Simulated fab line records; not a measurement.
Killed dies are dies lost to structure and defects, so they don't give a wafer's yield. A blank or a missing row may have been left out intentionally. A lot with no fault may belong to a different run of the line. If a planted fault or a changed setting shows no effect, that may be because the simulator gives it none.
What tool caused it? | flow gf180mcu | 40 wafers from 14 lots sampled at 4 of the route's 602 steps

WHAT EACH GAUGE READ, for each wafer
GF_HV_LDD_TW_MEAS_38.
lot  | measured     | on            | HV_LDD_3_TW
L567 | day 11 12:11 | film_metro-03 | 1426 1417 1422
L568 | day 11 19:08 | film_metro-01 | 1436 1427 1427
L570 | day 12 18:49 | film_metro-03 | 1425 1431 1433
L571 | day 13 01:55 | film_metro-03 | 1421 1421 1414
L572 | day 13 09:19 | film_metro-04 | 1417 1419 1412
L574 | day 13 20:58 | film_metro-04 | 1416 1417 1415
L575 | day 14 06:37 | film_metro-04 | 1411 1420 1418
L576 | day 14 15:32 | film_metro-04 | 1419 1427 1429
L577 | day 14 23:11 | film_metro-03 | 1416 1409 1428
L578 | day 15 10:37 | film_metro-04 | 1419 1421 1420
L579 | day 15 20:40 | film_metro-03 | 1445 1453 1444
L580 | day 15 23:31 | film_metro-03 | 1447 1450 1449
L588 | day 18 16:22 | film_metro-01 | 1430 1426
L590 | day 19 02:35 | film_metro-01 | 1444 1430

GF_NSD_CD_MEAS_07: the cd target is 400 nm.
lot  | measured     | on        | cd_nm (nm)
L567 | day 13 06:22 | cd_sem-02 | 399.0 398.2 400.0
L568 | day 13 13:03 | cd_sem-01 | 399.1 398.0 398.8
L570 | day 14 14:34 | cd_sem-01 | 403.1 402.1 403.1
L571 | day 14 21:52 | cd_sem-01 | 400.9 399.5 402.4
L572 | day 15 06:21 | cd_sem-01 | 397.8 398.0 398.8
L574 | day 15 18:38 | cd_sem-01 | 398.9 402.8 399.8
L575 | day 16 04:41 | cd_sem-02 | 401.3 401.2 398.9
L576 | day 16 13:31 | cd_sem-02 | 401.1 404.3 402.8
L577 | day 16 22:06 | cd_sem-02 | 398.9 398.7 400.8
L578 | day 17 10:58 | cd_sem-01 | 403.0 402.2 402.4
L579 | day 17 21:16 | cd_sem-01 | 401.5 399.1 399.0
L580 | day 18 00:25 | cd_sem-01 | 401.1 402.9 402.1
L588 | day 20 19:49 | cd_sem-02 | 305.5 306.6
L590 | day 21 05:37 | cd_sem-02 | 306.4 304.7

WHAT TOOL EACH LOT RAN ON (gives the tool, then ch and the chambers of the sampled wafers, and finally the start)
lot  | GF_HV_LDD_STRIP_37                   | GF_NSD_DEVELOP_06
L567 | plasma_asher-04 ch 0,1, day 11 12:06 | litho_track-03 ch 0, day 13 06:14
L568 | plasma_asher-03 ch 0,1, day 11 19:03 | litho_track-01 ch 0, day 13 12:55
L570 | plasma_asher-03 ch 0,1, day 12 18:43 | litho_track-03 ch 0, day 14 14:25
L571 | plasma_asher-04 ch 0,1, day 13 01:49 | litho_track-03 ch 0, day 14 21:43
L572 | plasma_asher-03 ch 0,1, day 13 09:13 | litho_track-02 ch 0, day 15 06:12
L574 | plasma_asher-02 ch 0,1, day 13 20:52 | litho_track-01 ch 0, day 15 18:29
L575 | plasma_asher-03 ch 1, day 14 06:31   | litho_track-01 ch 0, day 16 04:32
L576 | plasma_asher-04 ch 0,1, day 14 15:26 | litho_track-03 ch 0, day 16 13:22
L577 | plasma_asher-02 ch 0,1, day 14 23:05 | litho_track-01 ch 0, day 16 21:58
L578 | plasma_asher-03 ch 0,1, day 15 10:31 | litho_track-01 ch 0, day 17 10:49
L579 | plasma_asher-04 ch 0,1, day 15 20:34 | litho_track-03 ch 0, day 17 21:07
L580 | plasma_asher-02 ch 0,1, day 15 23:25 | litho_track-01 ch 0, day 18 00:16
L588 | plasma_asher-03 ch 0,1, day 18 16:16 | litho_track-03 ch 0, day 20 19:40
L590 | plasma_asher-02 ch 0,1, day 19 02:29 | litho_track-03 ch 0, day 21 05:28
- GF_HV_LDD_STRIP_37: strips in O2/N2.
- GF_NSD_DEVELOP_06: develop time 60 s.

WHAT THE TOOLS THEMSELVES READ (means of the sampled wafers that have a number; where no wafer has one, the mark that the record gives instead)
GF_HV_LDD_STRIP_37.
lot  | tool            | drypump_motor_current_A (A) | heater_power_w (W) | oes_product_au (a.u.) | strip_time_to_endpoint_s (s)
L567 | plasma_asher-04 | 5.4                         | 308                | 0.714                 | 12.57
L568 | plasma_asher-03 | 6.2                         | 352                | 0.717                 | 12.66
L570 | plasma_asher-03 | 5.9                         | 343                | 0.720                 | 12.64
L571 | plasma_asher-04 | 5.4                         | 306                | 0.718                 | 12.63
L572 | plasma_asher-03 | 6.2                         | 355                | 0.716                 | 12.62
L574 | plasma_asher-02 | 6.2                         | 338                | 0.716                 | 12.58
L575 | plasma_asher-03 | 6.4                         | 360                | 0.719                 | 12.60
L576 | plasma_asher-04 | 5.1                         | 315                | 0.715                 | 12.64
L577 | plasma_asher-02 | 6.2                         | 337                | 0.717                 | 12.70
L578 | plasma_asher-03 | 5.9                         | 343                | 0.718                 | 12.59
L579 | plasma_asher-04 | 5.4                         | 313                | 0.718                 | 12.60
L580 | plasma_asher-02 | 6.2                         | 335                | 0.717                 | 12.60
L588 | plasma_asher-03 | 6.1                         | 348                | 0.718                 | 12.57
L590 | plasma_asher-02 | 6.0                         | 342                | 0.718                 | 12.64

THE ANSWER, worked out from the rows above alone
Rule: the lots themselves supply what counts as usual. The widest of any qualifying gaps counts: lots, ordered by their means at a reading, are off when they make up no more than a third of the lots, leave a main group of 4 or more, and stand apart from it by 3 or more times the standard deviation of that group's means. A main group whose means are all the same, to the digits that the tables above print for the reading, isn't used. Also off: a lot with no number at a reading for which 4 or more lots have one. Where the step has rows for the other lots, those lots are counted as sound. Order of review: gauges by route order, followed by the tools' own readings, for which a lot's mean as printed above is used. At the first step where some lot is off, the reading lying furthest off is the one used; lots without a number count as furthest.
Off: L588, L590 (GF_NSD_CD_MEAS_07, cd_nm). Main group: mean 400.6 nm, sd 1.6.
A tool fits if, at a process step before that reading, it ran every lot that is off, and no sound lot after the first of them. Gauges at GF_NSD_CD_MEAS_07: tried the same way as those tools. Can't be told from this: 2 tools fit, litho_track-03 at GF_NSD_DEVELOP_06, cd_sem-02 at GF_NSD_CD_MEAS_07.

WHAT THE SIMULATOR HAD INSERTED
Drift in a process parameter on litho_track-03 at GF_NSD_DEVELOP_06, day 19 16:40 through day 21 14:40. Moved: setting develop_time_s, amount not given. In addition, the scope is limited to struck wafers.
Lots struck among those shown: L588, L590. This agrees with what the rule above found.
